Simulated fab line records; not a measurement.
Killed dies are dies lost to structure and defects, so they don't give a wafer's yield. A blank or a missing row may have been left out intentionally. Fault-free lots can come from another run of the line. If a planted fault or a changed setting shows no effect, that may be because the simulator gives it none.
Chamber matching | flow gf180mcu | GF_CONTACT_CMP_04 on cmp-02: 4 sister chambers
The step polishes SiO2. 8 wafers are shown with their chamber, then 12 later ones without.

WAFERS PAIRED WITH THEIR CHAMBERS
wafer  | chamber | motor_current_A (A) | time_to_endpoint_s (s)
L088.6 | 1       | 10.9                | 113
L090.1 | 2       | 12.5                | 102
L091.3 | 3       | 13.0                | 104
L091.4 | 1       | 11.0                | 115
L091.5 | 0       | 11.6                | 113
L092.1 | 3       | 13.5                | 108
L092.3 | 2       | 12.9                | 102
L092.6 | 0       | 12.3                | 105

WAFERS WITH NO CHAMBER GIVEN
wafer  | motor_current_A (A) | time_to_endpoint_s (s)
L093.2 | 10.5                | 97
L093.4 | 12.1                | 111
L093.6 | 11.2                | 114
L094.1 | 13.2                | 110
L094.2 | 12.5                | 113
L094.3 | 11.7                | 112
L096.2 | 12.5                | 110
L096.3 | 10.9                | 107
L096.4 | 12.9                | 111
L097.2 | 10.5                | 113
L097.3 | 12.4                | 111
L097.4 | 13.2                | 118

CHAMBER TAKEN BY EACH
wafer  | from the rows above          | in truth
L093.2 | can't be placed: 1 or 0 or 2 | 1
L093.4 | 0                            | 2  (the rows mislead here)
L093.6 | can't be placed: 1 or 0      | 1
L094.1 | can't be placed: 3 or 2      | 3
L094.2 | can't be placed: 0 or 3 or 2 | 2
L094.3 | can't be placed: 0 or 1      | 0
L096.2 | can't be placed: 0 or 2 or 3 | 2
L096.3 | can't be placed: 1 or 0      | 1
L096.4 | can't be placed: 3 or 2 or 0 | 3
L097.2 | 1                            | 1
L097.3 | can't be placed: 0 or 2 or 3 | 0
L097.4 | can't be placed: 3 or 0 or 2 | 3
Correct placement for 1 of the 12. From these rows, 10 cannot be placed; in 10 the true chamber is one of the candidates. 1 placed wrongly.
How it was worked out, from the rows above alone: a wafer's distance from a chamber is the root of the sum, over the readings, of the square of ((its reading less the chamber's mean) divided by the reading's scatter). The wafer belongs to the nearest chamber; if the next one is less than 2 further off, it can't be placed. Each chamber's mean is taken over the wafers shown for it. The scatter: take each reading less its chamber's mean, square it, sum over the shown wafers, divide by the number of wafers less the number of chambers, and take the root.
